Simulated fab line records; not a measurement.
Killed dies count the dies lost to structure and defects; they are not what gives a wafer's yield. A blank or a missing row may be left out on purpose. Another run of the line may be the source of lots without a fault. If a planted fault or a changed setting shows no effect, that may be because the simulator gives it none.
Lot-split experiment + flow sky130 + 23 wafers read from 5 lots, route of 708 steps

== THE SPLIT ITSELF ==
At SKY_VT_ADJUST_PCH_STRIP_09 (strips in O2/N2), the setting power-w was moved away from the recipe's 1400 W on 5 of the 23 wafers read, by -4.9% to +4.8%. For the rest of the wafers, this setting stayed at what the recipe calls for.

The reading comes from the split's own step.

== THE READING ==
oes-product-au, in a.u., at SKY_VT_ADJUST_PCH_STRIP_09 (strips in O2/N2). Fault-free wafers of this fab line usually give 0.723 a.u., standard deviation 0.0046 a.u.

| wafer  | tool, chamber at the split | power-w as run, W | against the recipe | oes-product-au, a.u. | against lot-mates on the recipe |
|--------|----------------------------|-------------------|--------------------|----------------------|---------------------------------|
| L074.1 | plasma-asher-03, 1         | 1331              | -4.9%              | 0.703                | -0.025                          |
| L074.2 | plasma-asher-03, 0         | 1400              | recipe             | 0.727                | -                               |
| L074.3 | plasma-asher-03, 1         | 1331              | -4.9%              | 0.696                | -0.032                          |
| L074.4 | plasma-asher-03, 0         | 1331              | -4.9%              | 0.699                | -0.029                          |
| L074.5 | plasma-asher-03, 0         | 1400              | recipe             | 0.730                | -                               |
| L076.1 | plasma-asher-03, 1         | 1400              | recipe             | 0.723                | -                               |
| L076.2 | plasma-asher-03, 0         | 1400              | recipe             | 0.730                | -                               |
| L076.3 | plasma-asher-03, 0         | 1400              | recipe             | 0.725                | -                               |
| L076.5 | plasma-asher-03, 1         | 1400              | recipe             | 0.725                | -                               |
| L076.6 | plasma-asher-03, 0         | 1400              | recipe             | 0.721                | -                               |
| L079.1 | plasma-asher-03, 0         | 1400              | recipe             | 0.727                | -                               |
| L079.3 | plasma-asher-03, 0         | 1400              | recipe             | 0.722                | -                               |
| L079.5 | plasma-asher-03, 1         | 1400              | recipe             | 0.719                | -                               |
| L082.1 | plasma-asher-03, 0         | 1400              | recipe             | 0.723                | -                               |
| L082.2 | plasma-asher-03, 1         | 1400              | recipe             | 0.722                | -                               |
| L082.4 | plasma-asher-03, 0         | 1400              | recipe             | 0.720                | -                               |
| L082.5 | plasma-asher-03, 1         | 1400              | recipe             | 0.708                | -                               |
| L082.6 | plasma-asher-03, 0         | 1400              | recipe             | 0.725                | -                               |
| L084.1 | plasma-asher-03, 1         | 1467              | +4.8%              | 0.742                | +0.021                          |
| L084.2 | plasma-asher-03, 0         | 1467              | +4.8%              | 0.747                | +0.026                          |
| L084.4 | plasma-asher-03, 0         | 1400              | recipe             | 0.716                | -                               |
| L084.5 | plasma-asher-03, 1         | 1400              | recipe             | 0.722                | -                               |
| L084.6 | plasma-asher-03, 0         | 1400              | recipe             | 0.725                | -                               |

FIT RESULTS
A straight line over all 23 wafers: oes-product-au changes by +0.00467 a.u. for each +1% of power-w; r = +0.92; the points scatter about the line by 0.0048 a.u.
The same after taking each lot's own level away (the mean of its wafers on the recipe; 23 wafers): +0.00551 a.u. for each +1%; r = +0.95; scatter 0.0042 a.u.
That fit puts the effect of the largest move of power-w on the reading at 0.027 a.u.
Across the lots, their own levels run from 0.7196 to 0.7285 a.u., a range of 1.9 times the standard deviation given above.
Thus the slope moves with the lot-to-lot level: the two fits are different.
Check: with one of the wafers moved furthest among these (-4.9%) left out of the fit, the line predicts -0.0283 a.u. for it against its lot-mates. Against them it came out at -0.0255 a.u.
Tool readings at the split's step, against how far the setting was moved: oes-product-au r = +0.92; strip-time-to-endpoint-s r = -0.87.

== THE OTHER SPLITS THESE WAFERS WENT THROUGH ==
Other splits were also applied to these wafers ahead of the reading. Each is held against what the fit with the lots' levels taken away leaves over:
| other split on the same wafers     | wafers away from the commonest value | r with oes-product-au (lot level and that fit taken away) |
|------------------------------------|--------------------------------------|-----------------------------------------------------------|
| SKY_VT_ADJUST_PCH_COAT_02 spin-rpm | 5                                    | +0.47                                                     |

== THE WHOLE CHAIN: every reading that the file lists as answering this split, in the file's order ==
| step                       | what it does    | reading                  | change (the file's fit)                                                                     | r (the file's) |
|----------------------------|-----------------|--------------------------|---------------------------------------------------------------------------------------------|----------------|
| SKY_VT_ADJUST_PCH_STRIP_09 | strips in O2/N2 | oes-product-au           | +0.00539 a.u. for each +1% of the setting                                                   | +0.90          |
| SKY_VT_ADJUST_PCH_STRIP_09 | strips in O2/N2 | strip-time-to-endpoint-s | withheld for each +1% of the setting, in a fit together with spin-rpm@VT_ADJUST_PCH_COAT_02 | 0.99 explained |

== THE FILE'S OWN FIT ==
oes-product-au changes by +0.00539 a.u. for each +1% of power-w, r = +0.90.
